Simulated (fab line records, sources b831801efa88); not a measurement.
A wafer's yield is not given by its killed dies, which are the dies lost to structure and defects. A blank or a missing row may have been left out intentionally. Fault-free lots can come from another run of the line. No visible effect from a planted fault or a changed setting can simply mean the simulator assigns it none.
The tool behind it: which one?    flow gf180mcu    Sampling: 11 lots, 33 wafers, 3 of 602 route steps

WHAT EACH GAUGE READ, for each wafer
GF_HV_LDD_THK_MEAS_57.
lot   measured      on             HV_LDD_CVD_56_THK (nm)
L587  day 12 19:33  film metro-02  88.9 89.2 88.5
L588  day 13 10:47  film metro-02  90.1 90.6 90.0
L591  day 14 06:43  film metro-03  89.0 88.7 88.9
L596  day 16 00:52  film metro-03  91.2 90.4 91.6
L600  day 17 11:29  film metro-04  98.2 98.1 97.6
L601  day 17 13:39  film metro-04  100.6 100.3 100.2
L603  day 18 08:22  film metro-02  92.3 92.0 91.9
L604  day 18 12:22  film metro-03  89.3 89.0 89.6
L606  day 19 10:22  film metro-04  90.0 91.0 89.8
L607  day 19 22:54  film metro-03  89.5 89.1 90.2
L608  day 20 01:43  film metro-04  90.4 89.3 90.1

WHAT TOOL EACH LOT RAN ON (gives the tool, then ch and the chambers of the sampled wafers, and finally the start)
lot   GF_STI_ETCH_14                   GF_HV_LDD_CVD_56
L587  rie si-01 ch 0,1,2, day 2 06:37  lpcvd-02 ch 0, day 12 18:07
L588  rie si-01 ch 1,2, day 2 11:56    lpcvd-01 ch 0, day 13 09:21
L591  rie si-02 ch 0,2,3, day 3 04:47  lpcvd-02 ch 0, day 14 05:17
L596  rie si-01 ch 0,1,2, day 4 05:29  lpcvd-01 ch 0, day 15 23:26
L600  rie si-01 ch 0,2,3, day 5 01:44  lpcvd-02 ch 1, day 17 10:04
L601  rie si-01 ch 1,2,3, day 5 08:11  lpcvd-02 ch 1, day 17 12:13
L603  rie si-01 ch 0,1, day 5 17:32    lpcvd-01 ch 1, day 18 06:56
L604  rie si-02 ch 0,3, day 5 22:04    lpcvd-02 ch 0, day 18 10:56
L606  rie si-02 ch 0,1,2, day 6 08:59  lpcvd-01 ch 1, day 19 08:56
L607  rie si-01 ch 0,1,3, day 6 13:47  lpcvd-01 ch 0, day 19 21:29
L608  rie si-01 ch 1,2,3, day 6 20:24  lpcvd-01 ch 0, day 20 00:16
- GF_STI_ETCH_14: etches Si in HBr/Cl2/O2, target depth 360 nm, time 102.9 s.
- GF_HV_LDD_CVD_56: deposits Si3N4 from DCS/NH3, target thk 90 nm, time 1543 s.

AS READ BY THE TOOLS THEMSELVES (means over the sampled wafers that have a number; for cases with no such wafer, the mark the record gives instead)
GF_STI_ETCH_14.
lot   tool       drypump motor current A (A)  he backside leak sccm (sccm)  oes product au (a.u.)  throttle valve pct (%)
L587  rie si-01  5.4                          2.61                          0.990                  25.672
L588  rie si-01  5.2                          2.41                          0.990                  25.658
L591  rie si-02  5.7                          2.70                          1.000                  25.652
L596  rie si-01  5.4                          2.59                          0.987                  25.678
L600  rie si-01  5.4                          2.82                          0.985                  25.669
L601  rie si-01  5.1                          2.60                          0.990                  25.661
L603  rie si-01  5.6                          2.69                          0.994                  25.670
L604  rie si-02  5.3                          2.94                          1.008                  25.658
L606  rie si-02  6.0                          2.62                          0.992                  25.663
L607  rie si-01  5.3                          2.64                          0.993                  25.664
L608  rie si-01  5.1                          2.48                          0.996                  25.657

GF_HV_LDD_CVD_56.
lot   tool      spike tc centre C (C)  spike tc lower C (C)  spike tc upper C (C)  susceptor temp C (C)
L587  lpcvd-02  771.8                  769.3                 769.8                 770.1
L588  lpcvd-01  769.8                  769.0                 769.3                 770.0
L591  lpcvd-02  770.8                  769.7                 770.3                 769.8
L596  lpcvd-01  769.6                  770.3                 769.0                 769.5
L600  lpcvd-02  777.1                  773.9                 775.2                 775.0
L601  lpcvd-02  777.3                  774.2                 774.6                 775.0
L603  lpcvd-01  769.7                  771.4                 768.1                 770.0
L604  lpcvd-02  771.1                  770.3                 770.3                 769.7
L606  lpcvd-01  770.7                  771.6                 769.2                 769.5
L607  lpcvd-01  770.5                  770.6                 770.4                 769.9
L608  lpcvd-01  770.5                  770.9                 769.3                 769.7

THE ANSWER, worked out from the rows above alone
Rule: the usual values come from the lots themselves. Put in order of their means at a reading, lots are off if they are a third of the lots or fewer, leave a main group of 4 or more, and stand apart from it by a gap of 3 or more times the standard deviation of the main group's means; of several such gaps the widest counts. A main group whose means are all the same, to the digits that the tables above print for the reading, isn't used. Also off: a lot with no number at a reading for which 4 or more lots have one. All remaining lots with rows at the step are treated as sound. After the gauges, taken in route order, come the tools' own readings; for these a lot's mean is taken, as printed above. The first step at which some lot is off is used, and at that step the reading that is off furthest; a lot without a number counts as furthest.
Off: L600, L601, seen at GF_HV_LDD_THK_MEAS_57 (HV_LDD_CVD_56_THK). For the main group the mean is 90.0 nm and the standard deviation 0.99.
If a tool, at a process step before that reading, ran all the lots that are off and no sound lot after the first of them, it fits. Not tried: the gauges at GF_HV_LDD_THK_MEAS_57; whatever is off there is also off at GF_HV_LDD_CVD_56, on other tools, and gauge error can't account for it. None of those tried fits.

WHAT HAD BEEN PUT IN BY THE SIMULATOR
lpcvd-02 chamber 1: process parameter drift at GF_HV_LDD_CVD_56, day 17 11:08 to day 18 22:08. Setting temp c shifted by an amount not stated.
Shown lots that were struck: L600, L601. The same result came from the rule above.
